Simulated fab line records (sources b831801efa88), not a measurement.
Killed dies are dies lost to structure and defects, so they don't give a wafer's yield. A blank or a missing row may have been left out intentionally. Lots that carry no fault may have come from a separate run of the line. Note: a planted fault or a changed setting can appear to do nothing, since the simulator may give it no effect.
Struck lot and sound lot, side by side -- flow sky130 -- 42 out of 708 route steps
Sound: the wafers L391.2, L391.4, L391.5. The struck wafers were L400.3, L400.5, L400.6. The cause comes at the end.
Per side, at each step with rows, come the tool, then ch with its chambers, and then its first start. Under that, the readings that differ: sound wafers -- struck wafers -- difference of the means -- sigmas: that difference in standard deviations of wafers without a fault.
alike: same words and numbers on both sides, and readings whose means sit less than 2 such deviations apart. not compared: any withheld reading, any reading some wafer has no value for, any bound like >300 that may hide the same value, and any number with overlapping values for which the record gives no deviation.
A row with sigmas, a row that says differs or no value, or rows on one side alone: a step with any of these is where the two part. When numbers do not overlap yet have no deviation, they are printed without sigmas and do not part them. A reading that every wafer of one side lacks parts them only if that side has two wafers or more.

SKY_NWELL_RS_MEAS_31: measures by four-point-probe.
  sound: film-metro-02 at day 6 02:54; struck: film-metro-02 at day 8 09:16
  alike: PWDE_RS
then, 7 steps without rows for these wafers: SKY_VT_ADJUST_HVTP_DEHYDRATE_00 (time 60 s); SKY_VT_ADJUST_HVTP_HMDS_01 (prime time 60 s); SKY_VT_ADJUST_HVTP_COAT_02 (resist thk 1140 nm); SKY_VT_ADJUST_HVTP_SOFTBAKE_03 (time 60 s); SKY_VT_ADJUST_HVTP_EXPOSE_04 (exposes mask HVTPM, target cd 380 nm); SKY_VT_ADJUST_HVTP_PEB_05; SKY_VT_ADJUST_HVTP_DEVELOP_06 (develop time 60 s).
SKY_VT_ADJUST_HVTP_CD_MEAS_07: the cd target is 380 nm.
  sound: cd-sem-01 at day 6 21:40; struck: cd-sem-02 at day 9 06:04
  alike: cd-nm
SKY_VT_ADJUST_HVTP_OVL_MEAS_08:
  sound: overlay-01 at day 6 21:46; struck: overlay-01 at day 9 06:09
  alike: VT_ADJUST_HVTP_OVL
then, 1 step without rows for these wafers: SKY_VT_ADJUST_HVTP_IMPLANT_09.
SKY_VT_ADJUST_HVTP_STRIP_10: strips in O2/N2.
  sound on plasma-asher-03 ch 0, day 6 21:57; struck on plasma-asher-03 ch 0,1, day 9 06:22
  alike: drypump-motor-current-A, oes-product-au, strip-time-to-endpoint-s
  not compared: rf-hours-counter-h
SKY_VT_ADJUST_HVTP_TW_MEAS_11:
  sound: film-metro-02 at day 6 22:04; struck: film-metro-04 at day 9 06:27
  alike: VT_ADJUST_HVTP_TW
then, 7 steps without rows for these wafers: SKY_VT_ADJUST_LVTN_DEHYDRATE_00 (time 60 s); SKY_VT_ADJUST_LVTN_HMDS_01 (prime time 60 s); SKY_VT_ADJUST_LVTN_COAT_02 (resist thk 3000 nm); SKY_VT_ADJUST_LVTN_SOFTBAKE_03; SKY_VT_ADJUST_LVTN_EXPOSE_04 (exposes mask NWM COMPLEMENT LESS NATIVE, target cd 840 nm); SKY_VT_ADJUST_LVTN_PEB_05; SKY_VT_ADJUST_LVTN_DEVELOP_06 (develop time 60 s).
SKY_VT_ADJUST_LVTN_OVL_MEAS_07:
  sound: overlay-02 at day 7 17:29; struck: overlay-02 at day 10 04:37
  alike: VT_ADJUST_LVTN_OVL
then, 1 step without rows for these wafers: SKY_VT_ADJUST_LVTN_IMPLANT_08.
SKY_VT_ADJUST_LVTN_STRIP_09: strips in O2/N2.
  sound on plasma-asher-01 ch 0,1, day 7 17:40; struck on plasma-asher-01 ch 0,1, day 10 04:49
  alike: drypump-motor-current-A, oes-product-au, strip-time-to-endpoint-s
  not compared: rf-hours-counter-h
SKY_VT_ADJUST_LVTN_TW_MEAS_10:
  sound: film-metro-01 at day 7 17:47; struck: film-metro-03 at day 10 04:54
  alike: VT_ADJUST_LVTN_TW
then, 7 steps without rows for these wafers: SKY_VT_ADJUST_LVTN_DEHYDRATE_11 (time 60 s); SKY_VT_ADJUST_LVTN_HMDS_12 (prime time 60 s); SKY_VT_ADJUST_LVTN_COAT_13 (resist thk 1140 nm); SKY_VT_ADJUST_LVTN_SOFTBAKE_14 (time 60 s); SKY_VT_ADJUST_LVTN_EXPOSE_15 (exposes mask HVN STD DERIVED, target cd 600 nm); SKY_VT_ADJUST_LVTN_PEB_16; SKY_VT_ADJUST_LVTN_DEVELOP_17 (develop time 60 s).
SKY_VT_ADJUST_LVTN_OVL_MEAS_18:
  sound: overlay-01 at day 8 13:53; struck: overlay-02 at day 11 03:40
  alike: VT_ADJUST_LVTN_01_OVL
then, 1 step without rows for these wafers: SKY_VT_ADJUST_LVTN_IMPLANT_19.
SKY_VT_ADJUST_LVTN_STRIP_20: strips in O2/N2.
  sound on plasma-asher-01 ch 0, day 8 14:04; struck on plasma-asher-02 ch 0,1, day 11 03:52
  alike: drypump-motor-current-A, oes-product-au, strip-time-to-endpoint-s
  not compared: rf-hours-counter-h
SKY_VT_ADJUST_LVTN_TW_MEAS_21:
  sound: film-metro-01 at day 8 14:11; struck: film-metro-01 at day 11 03:57
  alike: VT_ADJUST_LVTN_2_TW
then, 6 steps without rows for these wafers: SKY_VT_ADJUST_NCORE_DEHYDRATE_00 (time 60 s); SKY_VT_ADJUST_NCORE_HMDS_01 (prime time 60 s); SKY_VT_ADJUST_NCORE_COAT_02 (resist thk 1140 nm); SKY_VT_ADJUST_NCORE_SOFTBAKE_03 (time 60 s); SKY_VT_ADJUST_NCORE_EXPOSE_04 (exposes mask LVTN COMPLEMENT THIN, target cd 380 nm); SKY_VT_ADJUST_NCORE_PEB_05.
-- a jump in the record: the struck wafers' starts before and after are 38 days apart (it breaks off in module VT_ADJUST_NCORE and resumes in module PAD_OPEN, where the first step shown is number 708 of the route) --
SKY_PAD_OPEN_PROBE_99:
  sound: prober-02 at day 46 10:53; struck: prober-01 at day 48 17:04
reading,sound,struck,difference,sigmas
killed-at-front-end,16 13 23,55 82 56,+47,+11
killed-dies,86 81 97,122 143 129,+43,+5
  alike: killed_at_M0_to_M3, killed_at_M4_up, killed-at-contacts, killed-at-other, killed-on-rim, killed-open, killed-short

WHERE THEY PART
At SKY_PAD_OPEN_PROBE_99 and nowhere else, as far as this record goes.

WHY: what the simulator had put in
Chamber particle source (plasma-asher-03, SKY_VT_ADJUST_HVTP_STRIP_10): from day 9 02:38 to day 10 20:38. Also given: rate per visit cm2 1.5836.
